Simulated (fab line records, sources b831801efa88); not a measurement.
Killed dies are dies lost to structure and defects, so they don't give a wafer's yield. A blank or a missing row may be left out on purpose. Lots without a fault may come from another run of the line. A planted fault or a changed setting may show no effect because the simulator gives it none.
fab line records | flow sky130
record lots=13 wafers=39 last_day=50
route steps=708 shown LDD_LDN@301 POLY_CUT@316 SD_P@320 PAD_OPEN@708
lots that met no fault: from a run of the same line without faults
start_h: hours from the record's first day to the start of the lot's first wafer shown | wait_h: hours since the lot's step before | " the same as in the row above | L1.1+2: a row that stands for several wafers | - no value, or no start given | * or withheld: withheld | < > ~ a bound
route shown NAME@n: a module of which the file shows steps, and the number in the route of the first | usual: mean/standard deviation of fault-free wafers | same: alike in all rows | chamber/n: place in a boat | sites: the reading at each site | _std_site: their standard deviation | _edge_site: outer sites' mean less inner sites' | radius_mm: how far each site lies from the wafer's centre | mask NAME#n: copy n | behind: the tool/chamber that last shaped the wafer | hold: why the lot was held/for how many hours/how that ended | device: the transistor (n, p or np) that didn't switch | end of line: the same wafers' tests at the end of the route | a step without rows: its recipe alone | killed: dies lost to structure and defects at the first sort, not the wafer's yield | map: a wafer's dies, x killed, . not, _ none there
set.NAME: the setting as run; set.NAME@STEP: as run at that earlier step | model.NAME: the simulator's own value behind a step, which no gauge read
steps of the route over a sample of lots; a table a step, a row a wafer
services: from which hour (start_h, from the record's first day; less than 0 if before it) a tool's chamber was out of use, for how many hours, and why
## steps
# step SKY_LDD_LDN_STRIP_12
# recipe chemistry=O2/N2 power_w=1400 pressure_mtorr=1500 platen_temp_c=withheld o2_flow_sccm=3000 n2_flow_sccm=300 overash_fraction=0.5
# usual drypump_motor_current_A=5.6/0.55 oes_product_au=0.716/0.0047 strip_time_to_endpoint_s=14.19/0.037
# columns lot.wafer tool chamber start_h wait_h drypump_motor_current_A oes_product_au rf_hours_counter_h strip_time_to_endpoint_s
L750.2 plasma_asher-03 0 534.13 0.1 6.1 0.719 75 14.20
L750.4 " 1 " " 6.0 0.725 - 14.22
L750.5 " 1 " " 6.0 0.723 - 14.20
L751.2 plasma_asher-04 0 536.83 0.1 4.8 0.717 78 14.20
L751.5 " 0 " " 4.8 0.709 - 14.18
L751.6 " 1 " " 6.1 0.724 - 14.19
L752.1 plasma_asher-03 1 550.68 0.1 5.9 0.711 76 14.23
L752.4 " 1 " " 6.0 0.720 - 14.14
L752.5 " 1 " " 5.9 0.724 - 14.19
L755.3 plasma_asher-02 1 589.41 0.1 5.1 0.713 - 14.21
L755.4 " 0 " " 5.2 0.706 - 14.18
L755.5 " 1 " " 5.1 0.717 - 14.26
L756.1 plasma_asher-03 0 591.83 0.1 6.1 0.718 80 14.15
L756.2 " 1 " " 6.0 0.712 80 14.11
L756.5 " 1 " " 6.0 0.715 - 14.15
L759.1 plasma_asher-04 0 617.13 0.1 4.8 0.713 87 14.19
L759.3 " 1 " " 6.1 0.713 - 14.17
L759.4 " 0 " " 4.8 0.716 - 14.19
L760.4 plasma_asher-04 0 618.71 0.1 4.8 0.717 - 14.20
L760.5 " 1 " " 6.1 0.720 - 14.21
L760.6 " 0 " " 4.8 0.712 - 14.19
L762.2 plasma_asher-03 0 633.18 0.1 6.1 0.717 84 14.20
L762.3 " 0 " " 6.1 0.714 - 14.18
L762.5 " 0 " " 6.1 0.710 - 14.18
L764.2 plasma_asher-04 1 653.43 0.1 6.1 0.716 91 14.21
L764.5 " 1 " " 6.1 0.718 - 14.16
L764.6 " 0 " " 4.8 0.719 - 14.19
L767.1 plasma_asher-02 1 666.98 0.1 5.1 0.716 22 14.16
L767.4 " 1 " " 5.1 0.714 - 14.13
L767.5 " 0 " " 5.2 0.710 - 14.20
L768.1 plasma_asher-03 1 681.33 0.1 6.0 0.714 89 14.23
L768.5 " 1 " " 5.9 0.717 - 14.19
L768.6 " 0 " " 6.1 0.717 - 14.20
L772.3 plasma_asher-04 0 710.86 0.1 4.8 0.720 - 14.19
L772.4 " 1 " " 6.1 0.715 - 14.16
L772.5 " 1 " " 6.1 0.717 - 14.19
L773.1 plasma_asher-02 1 717.88 0.1 5.2 0.720 27 14.16
L773.3 " 1 " " 5.1 0.710 - 14.19
L773.4 " 0 " " 5.2 0.722 - 14.12
# step SKY_POLY_CUT_OVL_MEAS_09
# usual POLY_CUT_OVL=-4/6.2
# columns lot.wafer tool chamber start_h wait_h POLY_CUT_OVL[nm]
L750.2 overlay-01 - 566.07 0.1 -2
L750.4 " - " " -2
L750.5 " - " " -4
L751.2 overlay-01 - 568.62 0.1 -11
L751.5 " - " " -11
L751.6 " - " " -8
L752.1 overlay-01 - 582.16 0.1 0
L752.4 " - " " 8
L752.5 " - " " 5
L755.3 overlay-01 - 620.83 0.1 1
L755.4 " - " " -3
L755.5 " - " " 0
L756.1 overlay-02 - 623.71 0.1 3
L756.2 " - " " 6
L756.5 " - " " 3
L759.1 overlay-02 - 647.76 0.1 1
L759.3 " - " " -7
L759.4 " - " " -2
L760.4 overlay-01 - 649.88 0.1 -5
L760.5 " - " " -8
L760.6 " - " " -8
L762.2 overlay-02 - 663.82 0.1 -5
L762.3 " - " " -9
L762.5 " - " " -11
L764.2 overlay-01 - 685.42 0.1 5
L764.5 " - " " -3
L764.6 " - " " -3
L767.1 overlay-02 - 696.85 0.1 1
L767.4 " - " " -2
L767.5 " - " " -4
L768.1 overlay-01 - 711.46 0.1 -6
L768.5 " - " " 1
L768.6 " - " " 1
L772.3 overlay-02 - 740.71 0.1 -8
L772.4 " - " " -5
L772.5 " - " " -3
L773.1 overlay-02 - 747.16 0.1 -2
L773.3 " - " " -2
L773.4 " - " " 4
# step SKY_POLY_CUT_STRIP_12
# recipe chemistry=O2/N2 power_w=1400 pressure_mtorr=1500 platen_temp_c=withheld o2_flow_sccm=3000 n2_flow_sccm=300 overash_fraction=0.5
# usual drypump_motor_current_A=5.7/0.43 oes_product_au=0.451/0.0047 strip_time_to_endpoint_s=5.351/0.019
# columns lot.wafer tool chamber start_h wait_h drypump_motor_current_A oes_product_au rf_hours_counter_h strip_time_to_endpoint_s
L750.2 plasma_asher-01 0 566.18 0.0 5.9 0.461 46 5.370
L750.4 " 0 " " 5.9 0.453 - 5.390
L750.5 " 0 " " 5.9 0.452 - 5.374
L751.2 plasma_asher-01 1 568.73 0.0 5.4 0.447 46 5.349
L751.5 " 0 " " 5.9 0.452 - 5.368
L751.6 " 1 " " 5.4 0.452 - 5.359
L752.1 plasma_asher-04 1 582.28 0.0 6.1 0.465 83 5.338
L752.4 " 0 " " 4.8 0.455 - 5.344
L752.5 " 0 " " 4.8 0.442 - 5.338
L755.3 plasma_asher-01 1 620.97 0.1 5.4 0.456 - 5.327
L755.4 " 0 " " 5.9 0.449 - 5.334
L755.5 " 0 " " 5.9 0.447 - 5.316
L756.1 plasma_asher-04 1 623.83 0.0 6.1 0.454 88 5.351
L756.2 " 0 " " 4.8 0.451 88 5.360
L756.5 " 0 " " 4.8 0.450 - 5.363
L759.1 plasma_asher-01 0 647.88 0.0 5.9 0.449 54 5.345
L759.3 " 1 " " 5.4 0.453 - 5.352
L759.4 " 0 " " 5.9 0.447 - 5.357
L760.4 plasma_asher-03 1 650.02 0.1 5.9 0.445 - 5.327
L760.5 " 1 " " 6.0 0.448 - 5.321
L760.6 " 0 " " 6.1 0.458 - 5.342
L762.2 plasma_asher-03 0 663.93 0.0 6.1 0.452 87 5.368
L762.3 " 0 " " 6.1 0.446 - 5.380
L762.5 " 1 " " 6.0 0.452 - 5.358
L764.2 plasma_asher-01 1 685.53 0.0 5.4 0.449 58 5.387
L764.5 " 1 " " 5.4 0.458 - 5.372
L764.6 " 0 " " 5.9 0.453 - 5.363
L767.1 plasma_asher-03 0 696.97 0.0 6.1 0.448 91 5.346
L767.4 " 0 " " 6.1 0.454 - 5.337
L767.5 " 0 " " 6.2 0.452 - 5.349
L768.1 plasma_asher-03 0 711.58 0.0 6.1 0.456 92 5.384
L768.5 " 1 " " 6.0 0.455 - 5.387
L768.6 " 0 " " 6.2 0.453 - 5.364
L772.3 plasma_asher-03 1 740.85 0.1 6.0 0.454 - 5.342
L772.4 " 0 " " 6.1 0.446 - 5.335
L772.5 " 1 " " 5.9 0.447 - 5.310
L773.1 plasma_asher-04 1 747.28 0.0 6.1 0.448 0 5.345
L773.3 " 0 " " 4.8 0.451 - 5.330
L773.4 " 1 " " 6.1 0.447 - 5.353
# step SKY_SD_P_DEHYDRATE_00
# recipe temp_c=200 time_s=60
# usual heater_power_total_W=160.38/0.13 plate_temp_C=200.00/0.16
# columns lot.wafer tool chamber start_h wait_h heater_power_total_W plate_temp_C
L750.2 litho_track-03 0 580.37 14.2 160.47 199.84
L750.4 " 0 " " 160.23 200.05
L750.5 " 0 " " 160.17 200.09
L751.2 litho_track-02 0 583.95 15.2 160.52 199.76
L751.5 " 0 " " 160.52 200.15
L751.6 " 0 " " 160.51 199.70
L752.1 litho_track-02 0 596.33 14.0 160.30 200.03
L752.4 " 0 " " 160.26 200.44
L752.5 " 0 " " 160.39 200.34
L755.3 litho_track-04 0 634.35 13.3 160.33 199.98
L755.4 " 0 " " 160.43 200.00
L755.5 " 0 " " 160.30 200.01
L756.1 litho_track-03 0 637.19 13.3 160.37 200.11
L756.2 " 0 " " 160.46 199.95
L756.5 " 0 " " 160.15 200.01
L759.1 litho_track-03 0 660.89 13.0 160.52 199.90
L759.3 " 0 " " 160.43 199.97
L759.4 " 0 " " 160.31 199.93
L760.4 litho_track-04 0 663.32 13.3 157.96 197.75
L760.5 " 0 " " 157.96 197.70
L760.6 " 0 " " 157.93 197.51
L762.2 litho_track-04 0 677.82 13.9 157.94 197.73
L762.3 " 0 " " 157.86 197.40
L762.5 " 0 " " 158.04 197.66
L764.2 litho_track-02 0 699.26 13.7 160.36 199.92
L764.5 " 0 " " 160.51 199.90
L764.6 " 0 " " 160.18 199.94
L767.1 litho_track-02 0 710.43 13.4 160.38 200.10
L767.4 " 0 " " 160.30 199.91
L767.5 " 0 " " 160.31 200.04
L768.1 litho_track-03 0 724.89 13.3 160.41 200.01
L768.5 " 0 " " 160.33 199.82
L768.6 " 0 " " 160.33 199.69
L772.3 litho_track-02 0 754.03 13.1 160.22 200.06
L772.4 " 0 " " 160.39 200.11
L772.5 " 0 " " 160.32 200.29
L773.1 litho_track-03 0 760.60 13.3 160.35 199.89
L773.3 " 0 " " 160.48 200.04
L773.4 " 0 " " 160.56 199.98
# step SKY_PAD_OPEN_PROBE_99
# usual killed_at_M0_to_M3=42/6.7 killed_at_M4_up=3.3/2.1 killed_at_contacts=24/5.1 killed_at_front_end=15/4.6 killed_at_other=0.3/0.58 killed_dies=85/9.9 killed_open=46/6.9 killed_short=38/7
# same gross_dies=492 killed_at_back_side=0
# columns lot.wafer tool chamber start_h wait_h killed_at_M0_to_M3 killed_at_M4_up killed_at_contacts killed_at_front_end killed_at_other killed_dies killed_open killed_short
L750.2 prober-01 - 1085.20 0.1 42 1 22 11 0 76 46 30
L750.4 prober-01 - 1085.30 0.2 49 3 22 12 0 86 47 39
L750.5 prober-01 - 1085.35 0.2 53 3 21 10 0 87 46 41
L751.2 prober-02 - 1086.17 0.1 26 2 20 8 0 56 35 21
L751.5 prober-02 - 1086.32 0.2 40 2 24 9 1 76 39 37
L751.6 prober-02 - 1086.37 0.2 33 4 28 15 0 80 43 37
L752.1 prober-01 - 1096.06 0.1 46 3 28 21 1 99 49 50
L752.4 prober-01 - 1096.21 0.2 36 2 32 10 0 80 43 37
L752.5 prober-01 - 1096.26 0.2 46 3 37 19 0 105 62 43
L755.3 prober-02 - 1120.21 0.2 44 4 26 10 0 84 50 33
L755.4 prober-02 - 1120.26 0.2 52 5 17 17 0 91 46 45
L755.5 prober-02 - 1120.31 0.2 50 2 21 13 1 87 35 50
L756.1 prober-01 - 1125.85 0.1 37 5 30 21 0 93 56 37
L756.2 prober-01 - 1125.90 0.1 49 0 28 17 0 94 50 42
L756.5 prober-01 - 1126.05 0.2 47 8 19 21 0 95 47 47
L759.1 prober-02 - 1140.60 0.1 38 2 20 19 0 79 45 34
L759.3 prober-02 - 1140.70 0.2 43 6 26 19 0 94 50 44
L759.4 prober-02 - 1140.75 0.2 44 6 25 6 1 82 49 33
L760.4 prober-01 - 1142.25 0.2 37 6 17 22 1 83 50 32
L760.5 prober-01 - 1142.30 0.2 38 6 22 18 0 84 47 35
L760.6 prober-01 - 1142.35 0.2 31 5 28 8 1 73 39 33
L762.2 prober-01 - 1152.72 0.1 37 2 29 10 0 78 46 31
L762.3 prober-01 - 1152.77 0.2 58 4 21 11 1 95 53 41
L762.5 prober-01 - 1152.87 0.2 33 3 20 10 2 68 32 36
L764.2 prober-01 - 1164.16 0.1 45 4 26 29 0 104 62 41
L764.5 prober-01 - 1164.31 0.2 48 2 19 13 0 82 47 35
L764.6 prober-01 - 1164.36 0.2 40 5 26 13 1 85 42 43
L767.1 prober-02 - 1175.35 0.1 43 6 21 16 2 88 41 46
L767.4 prober-02 - 1175.50 0.2 51 3 19 15 1 89 47 40
L767.5 prober-02 - 1175.55 0.2 47 8 30 13 0 98 54 43
L768.1 prober-01 - 1181.87 0.1 38 2 29 24 0 93 52 41
L768.5 prober-01 - 1182.07 0.2 47 2 26 12 0 87 54 33
L768.6 prober-01 - 1182.12 0.2 39 10 32 15 0 96 48 48
L772.3 prober-01 - 1201.07 0.2 36 5 18 16 0 75 40 35
L772.4 prober-01 - 1201.12 0.2 45 2 24 14 1 86 39 47
L772.5 prober-01 - 1201.17 0.2 34 3 14 20 0 71 44 26
L773.1 prober-02 - 1202.81 0.1 53 3 13 20 0 89 45 44
L773.3 prober-02 - 1202.91 0.2 33 4 20 13 0 70 38 32
L773.4 prober-02 - 1202.96 0.2 38 2 13 11 1 65 40 25
# killed by level:class
L750.2 VIA1:geometric_particle:open=16 CONTACT:geometric_particle:open=7 VIA2:geometric_particle:open=7 LI_CONTACT:geometric_particle:open=5 METAL1:geometric_particle:short=5 FIELD_ISO:geometric_particle:open=4 LI_CONTACT:geometric_particle:short=4 CONTACT:geometric_particle:short=4
L750.4 VIA1:geometric_particle:open=11 VIA2:geometric_particle:open=10 CONTACT:geometric_particle:open=8 METAL2:geometric_particle:short=7 LI_CONTACT:geometric_particle:open=4 LOCAL_INTERCONNECT:geometric_particle:short=4 CONTACT:geometric_particle:short=4 METAL1:geometric_particle:short=4
L750.5 VIA1:geometric_particle:open=13 LI_CONTACT:geometric_particle:open=7 METAL2:geometric_particle:short=7 VIA3:geometric_particle:open=7 VIA2:geometric_particle:open=6 VIA1:geometric_particle:short=5 CONTACT:geometric_particle:open=5 CONTACT:geometric_particle:short=5
L751.2 CONTACT:geometric_particle:open=7 LI_CONTACT:geometric_particle:open=6 VIA2:geometric_particle:open=6 VIA1:geometric_particle:open=6 VIA3:geometric_particle:open=5 FIELD_ISO:geometric_particle:open=4 LOCAL_INTERCONNECT:geometric_particle:short=4 METAL1:geometric_particle:short=4
L751.5 VIA3:geometric_particle:open=12 CONTACT:geometric_particle:open=7 CONTACT:geometric_particle:short=6 VIA1:geometric_particle:open=6 LI_CONTACT:geometric_particle:open=5 METAL1:geometric_particle:short=5 VIA1:geometric_particle:short=5 METAL2:geometric_particle:short=5
L751.6 CONTACT:geometric_particle:open=13 VIA1:geometric_particle:open=7 VIA1:geometric_particle:short=6 FIELD_ISO:geometric_particle:open=5 METAL2:geometric_particle:short=5 POLY_GATE:geometric_particle:short=5 CONTACT:geometric_particle:short=5 VIA3:geometric_particle:open=5
L752.1 VIA1:geometric_particle:open=13 LI_CONTACT:geometric_particle:short=8 METAL1:geometric_particle:short=8 FIELD_ISO:geometric_particle:short=7 CONTACT:geometric_particle:open=7 VIA3:geometric_particle:open=7 POLY_GATE:geometric_particle:short=6 LI_CONTACT:geometric_particle:open=5
L752.4 LI_CONTACT:geometric_particle:open=9 CONTACT:geometric_particle:open=9 VIA3:geometric_particle:open=7 METAL2:geometric_particle:short=6 VIA1:geometric_particle:open=6 LOCAL_INTERCONNECT:geometric_particle:short=5 METAL1:geometric_particle:short=5 VIA2:geometric_particle:open=5
L752.5 CONTACT:geometric_particle:open=13 VIA1:geometric_particle:open=12 LI_CONTACT:geometric_particle:open=10 CONTACT:geometric_particle:short=9 METAL1:geometric_particle:short=7 VIA3:geometric_particle:open=7 FIELD_ISO:geometric_particle:open=6 METAL2:geometric_particle:short=5
L755.3 CONTACT:geometric_particle:open=16 VIA1:geometric_particle:open=14 LI_CONTACT:geometric_particle:open=6 VIA1:geometric_particle:short=6 METAL2:geometric_particle:short=5 VIA3:geometric_particle:open=5 METAL1:geometric_particle:short=4 VIA3:geometric_particle:short=4
L755.4 VIA3:geometric_particle:open=12 VIA1:geometric_particle:open=11 METAL1:geometric_particle:short=8 VIA1:geometric_particle:short=7 POLY_GATE:geometric_particle:short=5 CONTACT:geometric_particle:open=5 VIA2:geometric_particle:open=5 FIELD_ISO:geometric_particle:short=4
L755.5 METAL1:geometric_particle:short=9 METAL2:geometric_particle:short=9 VIA2:geometric_particle:open=8 VIA1:geometric_particle:open=6 CONTACT:geometric_particle:open=5 VIA3:geometric_particle:short=5 LI_CONTACT:geometric_particle:open=4 LOCAL_INTERCONNECT:geometric_particle:short=4
L756.1 CONTACT:geometric_particle:open=12 VIA1:geometric_particle:open=11 FIELD_ISO:geometric_particle:open=9 LI_CONTACT:geometric_particle:open=8 POLY_GATE:geometric_particle:short=6 METAL2:geometric_particle:short=6 VIA3:geometric_particle:open=6 VIA2:geometric_particle:open=5
L756.2 CONTACT:geometric_particle:open=11 VIA2:geometric_particle:open=11 FIELD_ISO:geometric_particle:open=7 VIA1:geometric_particle:open=7 VIA1:geometric_particle:short=7 VIA3:geometric_particle:open=6 LOCAL_INTERCONNECT:geometric_particle:short=5 POLY_GATE:geometric_particle:short=4
L756.5 VIA3:geometric_particle:open=9 VIA1:geometric_particle:open=8 POLY_GATE:geometric_particle:open=8 METAL1:geometric_particle:short=7 FIELD_ISO:geometric_particle:open=6 FIELD_ISO:geometric_particle:short=5 METAL4:geometric_particle:short=5 LOCAL_INTERCONNECT:geometric_particle:short=5
L759.1 VIA1:geometric_particle:open=9 CONTACT:geometric_particle:open=8 POLY_GATE:geometric_particle:short=6 POLY_GATE:geometric_particle:open=6 VIA2:geometric_particle:open=6 LI_CONTACT:geometric_particle:open=6 METAL2:geometric_particle:short=6 VIA3:geometric_particle:open=6
L759.3 VIA1:geometric_particle:open=14 CONTACT:geometric_particle:open=11 FIELD_ISO:geometric_particle:short=7 CONTACT:geometric_particle:short=6 POLY_GATE:geometric_particle:short=6 METAL1:geometric_particle:short=5 LI_CONTACT:geometric_particle:open=4 VIA1:geometric_particle:short=4
L759.4 VIA1:geometric_particle:open=11 LI_CONTACT:geometric_particle:open=10 CONTACT:geometric_particle:open=9 VIA3:geometric_particle:open=8 METAL2:geometric_particle:short=5 VIA3:geometric_particle:short=5 POLY_GATE:geometric_particle:short=3 METAL4:geometric_particle:short=3
L760.4 VIA3:geometric_particle:open=9 VIA1:geometric_particle:open=7 POLY_GATE:geometric_particle:open=6 LI_CONTACT:geometric_particle:open=6 FIELD_ISO:geometric_particle:open=5 CONTACT:geometric_particle:open=5 METAL1:geometric_particle:short=4 METAL2:geometric_particle:short=4
L760.5 VIA1:geometric_particle:open=11 CONTACT:geometric_particle:open=9 LI_CONTACT:geometric_particle:open=7 VIA2:geometric_particle:open=5 VIA3:geometric_particle:open=5 METAL4:geometric_particle:short=5 FIELD_ISO:geometric_particle:open=4 FIELD_ISO:geometric_particle:short=4
L760.6 CONTACT:geometric_particle:open=10 VIA3:geometric_particle:open=7 CONTACT:geometric_particle:short=6 LI_CONTACT:geometric_particle:short=5 LI_CONTACT:geometric_particle:open=5 VIA1:geometric_particle:open=5 VIA3:geometric_particle:short=5 POLY_GATE:geometric_particle:open=3
L762.2 CONTACT:geometric_particle:open=13 LI_CONTACT:geometric_particle:open=8 METAL1:geometric_particle:short=7 VIA1:geometric_particle:open=7 VIA2:geometric_particle:open=6 LOCAL_INTERCONNECT:geometric_particle:short=4 METAL2:geometric_particle:short=4 POLY_GATE:geometric_particle:short=3
L762.3 VIA1:geometric_particle:open=15 CONTACT:geometric_particle:open=10 VIA2:geometric_particle:open=9 VIA2:geometric_particle:short=8 VIA3:geometric_particle:open=7 METAL2:geometric_particle:short=6 CONTACT:geometric_particle:short=5 POLY_GATE:geometric_particle:short=4
L762.5 CONTACT:geometric_particle:open=6 VIA3:geometric_particle:open=6 LI_CONTACT:geometric_particle:open=5 METAL1:geometric_particle:short=5 VIA2:geometric_particle:open=5 LI_CONTACT:geometric_particle:short=4 METAL2:geometric_particle:short=4 POLY_GATE:geometric_particle:open=3
L764.2 LI_CONTACT:geometric_particle:open=11 FIELD_ISO:geometric_particle:short=10 VIA3:geometric_particle:open=9 VIA2:geometric_particle:open=9 CONTACT:geometric_particle:open=8 VIA1:geometric_particle:open=7 CONTACT:geometric_particle:short=5 POLY_GATE:geometric_particle:short=4
L764.5 CONTACT:geometric_particle:open=9 VIA1:geometric_particle:open=9 VIA2:geometric_particle:open=9 VIA2:geometric_particle:short=7 VIA3:geometric_particle:open=7 METAL2:geometric_particle:short=5 LOCAL_INTERCONNECT:geometric_particle:short=4 FIELD_ISO:geometric_particle:short=3
L764.6 LI_CONTACT:geometric_particle:open=12 METAL2:geometric_particle:short=9 CONTACT:geometric_particle:open=6 CONTACT:geometric_particle:short=5 VIA3:geometric_particle:open=4 VIA1:geometric_particle:short=4 VIA1:geometric_particle:open=4 VIA2:geometric_particle:open=4
L767.1 VIA1:geometric_particle:open=10 LI_CONTACT:geometric_particle:open=8 METAL2:geometric_particle:short=6 METAL1:geometric_particle:short=6 VIA3:geometric_particle:short=5 VIA3:geometric_particle:open=5 FIELD_ISO:geometric_particle:open=4 LOCAL_INTERCONNECT:geometric_particle:short=4
L767.4 VIA1:geometric_particle:open=13 CONTACT:geometric_particle:open=8 VIA3:geometric_particle:open=8 FIELD_ISO:geometric_particle:short=7 METAL1:geometric_particle:short=6 VIA2:geometric_particle:open=5 METAL3:geometric_particle:short=5 FIELD_ISO:geometric_particle:open=4
L767.5 VIA1:geometric_particle:open=15 CONTACT:geometric_particle:open=12 LI_CONTACT:geometric_particle:open=8 METAL2:geometric_particle:short=7 CONTACT:geometric_particle:short=6 METAL4:geometric_particle:short=6 VIA2:geometric_particle:open=5 POLY_GATE:geometric_particle:open=4
L768.1 CONTACT:geometric_particle:open=9 VIA1:geometric_particle:open=9 LI_CONTACT:geometric_particle:open=7 CONTACT:geometric_particle:short=7 POLY_GATE:geometric_particle:open=6 FIELD_ISO:geometric_particle:short=5 VIA2:geometric_particle:open=5 METAL1:geometric_particle:short=5
L768.5 VIA1:geometric_particle:open=14 CONTACT:geometric_particle:open=13 METAL1:geometric_particle:short=7 VIA2:geometric_particle:short=6 LI_CONTACT:geometric_particle:open=5 VIA2:geometric_particle:open=5 FIELD_ISO:geometric_particle:open=4 POLY_GATE:geometric_particle:open=4
L768.6 CONTACT:geometric_particle:open=14 VIA1:geometric_particle:open=10 METAL4:geometric_particle:short=9 LI_CONTACT:geometric_particle:open=7 VIA2:geometric_particle:open=7 METAL2:geometric_particle:short=6 FIELD_ISO:geometric_particle:short=4 LOCAL_INTERCONNECT:geometric_particle:short=4
L772.3 METAL1:geometric_particle:short=8 LI_CONTACT:geometric_particle:open=7 VIA2:geometric_particle:open=7 VIA1:geometric_particle:open=6 FIELD_ISO:geometric_particle:open=5 LOCAL_INTERCONNECT:geometric_particle:short=4 METAL2:geometric_particle:short=4 POLY_GATE:geometric_particle:open=3
L772.4 VIA1:geometric_particle:open=10 VIA3:geometric_particle:open=8 CONTACT:geometric_particle:open=6 METAL1:geometric_particle:short=6 METAL2:geometric_particle:short=6 POLY_GATE:geometric_particle:short=5 LOCAL_INTERCONNECT:geometric_particle:short=5 POLY_GATE:geometric_particle:open=4
L772.5 VIA1:geometric_particle:open=9 POLY_GATE:geometric_particle:open=7 LI_CONTACT:geometric_particle:open=7 METAL1:geometric_particle:short=7 METAL2:geometric_particle:short=6 CONTACT:geometric_particle:open=5 FIELD_ISO:geometric_particle:open=4 POLY_GATE:geometric_particle:short=3
L773.1 VIA1:geometric_particle:open=12 VIA2:geometric_particle:open=10 METAL3:geometric_particle:short=6 METAL2:geometric_particle:short=6 FIELD_ISO:geometric_particle:short=5 VIA1:geometric_particle:short=5 POLY_GATE:geometric_particle:open=4 SPACER:geometric_particle:short=4
L773.3 VIA1:geometric_particle:open=10 LI_CONTACT:geometric_particle:open=9 VIA1:geometric_particle:short=6 METAL1:geometric_particle:short=5 VIA3:geometric_particle:open=5 POLY_GATE:geometric_particle:short=4 LOCAL_INTERCONNECT:geometric_particle:short=4 VIA2:geometric_particle:open=4
L773.4 VIA1:geometric_particle:open=8 FIELD_ISO:geometric_particle:open=7 LI_CONTACT:geometric_particle:open=7 METAL3:geometric_particle:short=6 METAL2:geometric_particle:short=5 VIA2:geometric_particle:open=5 VIA3:geometric_particle:open=4 CONTACT:geometric_particle:open=3
## services
# columns tool chamber start_h hours kind
plasma_asher-03 - 542.43 2.7 repair
plasma_asher-03 - 592.03 2.8 pm
plasma_asher-03 - 595.31 6.1 repair
plasma_asher-02 - 619.08 15.6 pm
litho_track-03 - 636.64 - consumable_replace:filter
plasma_asher-03 - 699.71 3.8 repair
plasma_asher-04 - 733.75 9.0 pm
plasma_asher-04 0 733.75 9.0 vent_cycle
plasma_asher-04 1 733.75 9.0 vent_cycle
plasma_asher-04 0 742.75 - clean
plasma_asher-04 1 742.75 - clean
plasma_asher-02 - 758.29 3.9 repair
## key
first_sign step=SKY_SD_P_DEHYDRATE_00 reading=heater_power_total_W direction=down sigmas=19 usual=* struck=*
effect step=SKY_SD_P_DEHYDRATE_00 reading=plate_temp_C direction=down sigmas=15 usual=* struck=*
met_at SKY_SD_P_DEHYDRATE_00
struck_lots L760,L762
tester_left_out L760,L762
not_acting_at SKY_LDD_LDN_STRIP_12,SKY_POLY_CUT_OVL_MEAS_09,SKY_POLY_CUT_STRIP_12
onset_between 634.35 663.32
fault kind=process_parameter_drift tool=litho_track-04 chamber=- onset_h=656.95 steps=SKY_SD_P_DEHYDRATE_00 channel=temp_c offset=* shape=step end_h=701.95 acts_in=* stated=*
# tester_left_out: of these lots the tester's yield and bins aren't shown, on N5 and GAA mostly nor the transistor test; their killed dies are dies lost to structure and defects alone, not to doping, threshold or leakage, so they don't give the yield
